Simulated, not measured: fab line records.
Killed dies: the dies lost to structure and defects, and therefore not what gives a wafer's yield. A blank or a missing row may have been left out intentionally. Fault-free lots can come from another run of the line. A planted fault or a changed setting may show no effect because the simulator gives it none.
Which tool was responsible?	flow sky130	72 wafers from 24 lots sampled at 4 of the route's 708 steps

== WHAT THE GAUGES SHOWED, per wafer ==
SKY_METAL4_CD_MEAS_13 targets a cd of 300 nm.
lot	measured	on	cd nm (nm)
L074	day 41 12:28	cd sem-02	301.2 299.5 299.6
L075	day 41 21:35	cd sem-02	299.6 301.0 299.8
L076	day 42 05:15	cd sem-01	301.2 300.7 299.9
L077	day 42 20:07	cd sem-01	298.8 299.6 299.9
L078	day 42 22:42	cd sem-01	300.6 298.6 299.0
L079	day 43 02:13	cd sem-01	296.7 296.7 295.5
L080	day 43 09:45	cd sem-01	299.7 298.0 297.9
L082	day 44 16:34	cd sem-01	297.6 297.7 299.3
L083	day 44 17:46	cd sem-02	297.7 297.5 296.5
L081	day 44 18:23	cd sem-01	300.2 301.6 299.7
L084	day 44 18:45	cd sem-01	299.6 300.2 299.3
L085	day 45 01:18	cd sem-02	299.7 297.9 297.0
L086	day 45 17:08	cd sem-01	300.1 299.9 300.8
L087	day 45 21:03	cd sem-01	300.2 300.0 300.4
L088	day 45 23:37	cd sem-02	299.0 298.7 298.3
L089	day 46 05:29	cd sem-01	298.2 298.2 299.8
L090	day 46 09:25	cd sem-01	298.4 300.0 297.7
L092	day 46 13:08	cd sem-02	300.5 300.6 299.1
L091	day 46 13:46	cd sem-01	299.7 299.2 298.1
L093	day 46 23:52	cd sem-02	297.1 296.7 297.9
L094	day 47 00:47	cd sem-01	302.7 301.5 300.1
L095	day 47 05:23	cd sem-01	298.0 298.9 299.8
L096	day 47 14:50	cd sem-02	297.9 298.7 298.6
L097	day 47 16:22	cd sem-02	302.8 301.5 302.4

SKY_METAL5_RS_MEAS_05: measures by four-point-probe.
lot	measured	on	METAL5_ALCU_RS (ohm/sq)
L074	day 42 14:53	film metro-03	0.02721 0.02717 0.02715
L075	day 43 00:18	film metro-03	0.02708 0.02721 0.0269
L076	day 43 07:17	film metro-03	0.0267 0.0268 0.02687
L077	day 43 22:08	film metro-03	0.02697 0.02706 0.02705
L078	day 43 23:55	film metro-03	0.02731 0.02718 0.02707
L079	day 44 04:01	film metro-03	0.02723 0.02738 0.02719
L080	day 44 11:32	film metro-01	0.02651 0.02658 0.02642
L082	day 45 17:13	film metro-04	0.02701 0.0273 0.02694
L083	day 45 17:49	film metro-01	0.02712 0.02697 0.02673
L081	day 45 18:31	film metro-04	0.02692 0.02727 0.02734
L084	day 45 18:46	film metro-03	0.027 0.02695 0.02709
L085	day 46 01:54	film metro-04	0.0267 0.02676 0.0267
L086	day 46 17:13	film metro-01	0.02703 0.02717 0.0271
L087	day 46 21:01	film metro-03	0.02691 0.02676 0.0268
L088	day 46 23:23	film metro-03	0.02698 0.02656 0.02692
L089	day 47 04:13	film metro-04	0.02663 0.02648 0.02644
L090	day 47 08:43	film metro-04	0.02733 0.02739 0.02721
L092	day 47 12:31	film metro-01	0.02711 0.02709 0.0269
L091	day 47 13:22	film metro-01	0.02737 0.02731 0.02736
L093	day 47 23:06	film metro-04	0.02687 0.02679 0.027
L094	day 47 23:46	film metro-04	0.02703 0.02707 0.02708
L095	day 48 04:07	film metro-04	0.02706 0.02726 0.02707
L096	day 48 13:46	film metro-03	0.027 0.02657 0.02681
L097	day 48 14:49	film metro-01	0.02675 0.02675 0.02685

SKY_METAL5_THK_MEAS_06: measures by xrf.
lot	measured	on	METAL5_ALCU_THK (nm)
L074	day 42 15:01	film metro-03	1147 1142 1147
L075	day 43 00:25	film metro-03	1167 1155 1171
L076	day 43 07:24	film metro-03	1171 1164 1165
L077	day 43 22:15	film metro-03	1168 1157 1153
L078	day 44 00:01	film metro-03	1144 1148 1153
L079	day 44 04:08	film metro-03	1143 1135 1149
L080	day 44 11:38	film metro-01	1176 1169 1177
L082	day 45 17:19	film metro-04	1152 1136 1163
L083	day 45 17:56	film metro-01	1140 1144 1160
L081	day 45 18:38	film metro-04	1154 1144 1146
L084	day 45 18:53	film metro-03	1157 1155 1152
L085	day 46 02:01	film metro-04	1165 1162 1150
L086	day 46 17:19	film metro-01	1149 1148 1140
L087	day 46 21:07	film metro-03	1164 1171 1169
L088	day 46 23:31	film metro-03	1152 1171 1153
L089	day 47 04:19	film metro-04	1164 1171 1173
L090	day 47 08:49	film metro-04	1131 1131 1141
L092	day 47 12:37	film metro-01	1149 1143 1150
L091	day 47 13:29	film metro-01	1131 1139 1129
L093	day 47 23:13	film metro-04	1157 1155 1144
L094	day 47 23:52	film metro-04	1150 1151 1148
L095	day 48 04:14	film metro-04	1139 1138 1141
L096	day 48 13:53	film metro-03	1165 1174 1177
L097	day 48 14:56	film metro-01	1159 1161 1148

== TOOL THAT RAN EACH LOT (tool first, then ch and the chambers of the sampled wafers, then the start) ==
lot	SKY_METAL5_SPUTTER_04
L074	pvd sputter-04, day 42 14:50
L075	pvd sputter-02, day 43 00:14
L076	pvd sputter-03, day 43 07:13
L077	pvd sputter-03, day 43 22:05
L078	pvd sputter-02, day 43 23:50
L079	pvd sputter-04, day 44 03:58
L080	pvd sputter-03, day 44 11:26
L082	pvd sputter-02, day 45 17:09
L083	pvd sputter-02, day 45 17:44
L081	pvd sputter-02, day 45 18:28
L084	pvd sputter-04, day 45 18:42
L085	pvd sputter-03, day 46 01:50
L086	pvd sputter-04, day 46 17:08
L087	pvd sputter-03, day 46 20:55
L088	pvd sputter-04, day 46 23:20
L089	pvd sputter-03, day 47 04:08
L090	pvd sputter-02, day 47 08:38
L092	pvd sputter-03, day 47 12:26
L091	pvd sputter-02, day 47 13:19
L093	pvd sputter-03, day 47 23:03
L094	pvd sputter-04, day 47 23:41
L095	pvd sputter-04, day 48 04:04
L096	pvd sputter-04, day 48 13:43
L097	pvd sputter-04, day 48 14:46
- SKY_METAL5_SPUTTER_04: material TiN, target thk 70 nm, time 58.3 s.

== WHAT THE TOOLS THEMSELVES READ (means of the sampled wafers that have a number; where no wafer has one, the mark that the record gives instead) ==
SKY_METAL5_SPUTTER_04.
lot	tool	throttle valve pct (%)
L074	pvd sputter-04	30.0
L075	pvd sputter-02	29.5
L076	pvd sputter-03	31.3
L077	pvd sputter-03	30.9
L078	pvd sputter-02	29.5
L079	pvd sputter-04	30.5
L080	pvd sputter-03	30.8
L082	pvd sputter-02	29.9
L083	pvd sputter-02	29.9
L081	pvd sputter-02	30.2
L084	pvd sputter-04	30.3
L085	pvd sputter-03	31.4
L086	pvd sputter-04	30.2
L087	pvd sputter-03	31.1
L088	pvd sputter-04	29.9
L089	pvd sputter-03	30.8
L090	pvd sputter-02	29.6
L092	pvd sputter-03	30.5
L091	pvd sputter-02	30.0
L093	pvd sputter-03	31.0
L094	pvd sputter-04	30.6
L095	pvd sputter-04	30.3
L096	pvd sputter-04	30.1
L097	pvd sputter-04	30.3

== THE ANSWER, worked out from the rows above alone ==
Rule: the lots themselves supply what counts as usual. The widest of any qualifying gaps counts: lots, ordered by their means at a reading, are off when they make up no more than a third of the lots, leave a main group of 4 or more, and stand apart from it by 3 or more times the standard deviation of that group's means. A main group whose means are all the same, to the digits that the tables above print for the reading, isn't used. A lot without any number at a reading at which 4 lots or more have one is off too. Any other lot the step has rows for is counted as sound. The gauges are gone through in route order, then the tools' own readings, and for those a lot's mean is taken as printed above. The first step at which some lot is off is used, and at that step the reading that is off furthest; a lot without a number counts as furthest.
None of the lots is off at any reading shown; this tells nothing.

== WHAT THE SIMULATOR PUT IN ==
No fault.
